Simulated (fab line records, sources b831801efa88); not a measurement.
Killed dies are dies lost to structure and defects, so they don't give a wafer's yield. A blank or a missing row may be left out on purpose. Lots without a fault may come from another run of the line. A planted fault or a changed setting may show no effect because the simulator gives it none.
One fault seen from 2 desks | flow sky130 | each desk has only its own numbers; what lay behind them comes last

THE TOOL OWNER'S DESK: implanter-04
The tool's own readings at SKY_VT_ADJUST_NCORE_IMPLANT_09: means of the sampled wafers that have a number, for each lot that ran on this tool. A lot is out of limits, marked OUT, if its mean lies more than 4 standard deviations from the usual mean; the brackets give that distance.
Columns: A = beam_energy_keV at SKY_VT_ADJUST_NCORE_IMPLANT_09, usual 10.000
lot  | first seen here | A
L336 | day 8 13:52     | 10.005
L338 | day 9 03:36     | 9.744 (-80) OUT
L339 | day 9 16:01     | 9.742 (-81) OUT
This desk's finding: out of limits on L338, L339; first on L338, day 9 03:36 (beam_energy_keV at SKY_VT_ADJUST_NCORE_IMPLANT_09). In limits: L336.

THE METROLOGY DESK
What the gauges read, lot by lot, whatever tool the lot ran on: means of the sampled wafers that have a number. A lot is out of limits, marked OUT, if its mean lies more than 4 standard deviations from the usual mean; the brackets give that distance.
Columns: A = VT_ADJUST_LVTN_2_TW at SKY_VT_ADJUST_LVTN_TW_MEAS_21, usual 190; B = cd_nm at SKY_VT_ADJUST_NCORE_CD_MEAS_07, usual 380.7 nm; C = VT_ADJUST_NCORE_OVL at SKY_VT_ADJUST_NCORE_OVL_MEAS_08, usual 0.8 nm
lot  | first seen here | A   | B     | C
L336 | day 7 17:22     | 187 | 380.6 | 0.8
L338 | day 8 07:28     | 188 | 382.5 | 2.0
L339 | day 8 18:54     | 192 | 380.1 | 0.5
L347 | day 11 20:57    | 187 | 378.8 | 1.6
L349 | day 12 02:22    | 194 | 383.5 | 2.0
L356 | day 13 13:03    | 193 | 379.9 | 1.8
This desk's finding: nothing out of limits on any of the 6 lots.

PUT TOGETHER
The tool owner's desk could have raised an alarm at day 9 03:36, on L338, L339.
The metrology desk saw nothing out of limits.
The metrology desk has L338, L339 on record, within its limits.
Of the lots named, all ran SKY_VT_ADJUST_NCORE_IMPLANT_09 on implanter-04.

WHAT THE SIMULATOR HAD PUT IN
Process parameter drift: implanter-04, from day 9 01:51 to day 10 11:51, at SKY_VT_ADJUST_NCORE_IMPLANT_09. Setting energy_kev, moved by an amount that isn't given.
Lots struck among those shown: L338, L339.
Hours from the fault's start to each desk's first reading out of limits: the tool owner's desk, 2.
